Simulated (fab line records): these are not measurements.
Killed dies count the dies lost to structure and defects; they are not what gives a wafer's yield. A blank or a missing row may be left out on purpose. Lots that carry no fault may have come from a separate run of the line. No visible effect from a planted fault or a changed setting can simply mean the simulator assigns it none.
A struck lot beside a sound one / flow sky130 / 26 steps out of a route of 708
Sound: the wafers L467.2, L467.3, L467.5. Wafers L461.1, L461.4, L461.6 were the ones struck. The cause is named last.
At each step with rows: each side's tool, then ch and its chambers, then its first start. Under that, the readings that differ: sound wafers / struck wafers / difference of the means / sigmas: that difference in standard deviations of wafers without a fault.
alike: readings whose means differ by less than 2 such deviations, and words and numbers that are the same on both sides. not compared: withheld readings, readings that some wafer has no value for, bounds like >300 that may hide the same value, and numbers for which the record gives no deviation and whose values overlap.
A row with sigmas, a row that says differs or no value, or rows on one side alone: a step with any of these is where the two part. Non-overlapping numbers with no deviation appear without sigmas and do not part them. A reading that every wafer of one side lacks parts them only if that side has two wafers or more.

first, 3 steps without rows for these wafers: SKY_FIELD_ISO_WET_ETCH_30 (etches SiO2 in dHF, target depth 25 nm, time 50 s); SKY_NWELL_CLEAN_00 (cleans in SC1/SC2, time 150 s); SKY_NWELL_OXIDATION_01 (stabilise 600 s, purge 300 s, target thk 10 nm).
SKY_NWELL_THK_MEAS_02:
  sound on film-metro-04 at day 7 07:05; struck on film-metro-03 at day 5 17:22
  alike: NWELL_OXIDATION_THK
then, 8 steps without rows for these wafers: SKY_DNWELL_DEHYDRATE_00 (time 60 s); SKY_DNWELL_HMDS_01 (prime time 60 s); SKY_DNWELL_COAT_02 (resist thk 3000 nm); SKY_DNWELL_SOFTBAKE_03; SKY_DNWELL_EXPOSE_04 (exposes mask DNM, target cd 3000 nm); SKY_DNWELL_PEB_05; SKY_DNWELL_DEVELOP_06 (develop time 60 s); SKY_DNWELL_IMPLANT_07.
SKY_DNWELL_STRIP_08: strips in O2/N2.
  sound on plasma-asher-03 ch 0,1, day 8 03:17; struck on plasma-asher-02 ch 1, day 6 11:44
  no value came back on the struck wafers for chamber-pressure-mTorr (mTorr), drypump-motor-current-A (A), oes-product-au (a.u.), strip-time-to-endpoint-s (s); on the sound wafers chamber-pressure-mTorr (mTorr) reads 1502.4 1496.7 1501.4
reading=model.coat_of_DNWELL_COAT_02.thk-nm (nm); sound=0 0 0; struck=2993 2992 3005; difference=+2997; sigmas=
  not compared: rf-hours-counter-h
SKY_DNWELL_TW_MEAS_09:
  sound on film-metro-02 at day 8 03:24; struck on film-metro-04 at day 6 11:50
reading=DNWELL_TW; sound=1113 1104 1113; struck=1129 1126 1132; difference=+19; sigmas=+2
then, 7 steps without rows for these wafers: SKY_PWDE_DEHYDRATE_00 (time 60 s); SKY_PWDE_HMDS_01 (prime time 60 s); SKY_PWDE_COAT_02 (resist thk 3000 nm); SKY_PWDE_SOFTBAKE_03; SKY_PWDE_EXPOSE_04 (exposes mask PWDEM, target cd 840 nm); SKY_PWDE_PEB_05; SKY_PWDE_DEVELOP_06 (develop time 60 s).
SKY_PWDE_OVL_MEAS_07:
  sound on overlay-02 at day 9 00:14; struck on overlay-02 at day 7 05:38
reading=PWDE_OVL (nm); sound=-1.8 -1.1 -2.3; struck=1.4 1.6 0.8; difference=+3.0; sigmas=+2
next, for these wafers, 1 step has no rows: SKY_PWDE_IMPLANT_08.
SKY_PWDE_STRIP_09: strips in O2/N2.
  sound on plasma-asher-02 ch 0,1, day 9 00:25; struck on plasma-asher-04 ch 0,1, day 7 05:50
reading=oes-product-au (a.u.); sound=0.724 0.725 0.730; struck=0.733 0.746 0.745; difference=+0.015; sigmas=+3
reading=strip-time-to-endpoint-s (s); sound=36.82 36.77 36.89; struck=81.16 81.19 81.23; difference=+44.37; sigmas=+99 or more
  alike: chamber-pressure-mTorr, drypump-motor-current-A
  not compared: rf-hours-counter-h
SKY_PWDE_TW_MEAS_10:
  sound on film-metro-04 at day 9 00:32; struck on film-metro-02 at day 7 05:56
reading=PWDE_TW; sound=377.7 376.3 376.8; struck=30.0 30.0 29.9; difference=-347.0; sigmas=-99 or more
then, 1 step without rows for these wafers: SKY_NWELL_DEHYDRATE_03 (time 60 s).

== WHERE THEY PART ==
First at SKY_DNWELL_STRIP_08; last, within this record, at SKY_PWDE_TW_MEAS_10.

WHY: the cause the simulator had injected
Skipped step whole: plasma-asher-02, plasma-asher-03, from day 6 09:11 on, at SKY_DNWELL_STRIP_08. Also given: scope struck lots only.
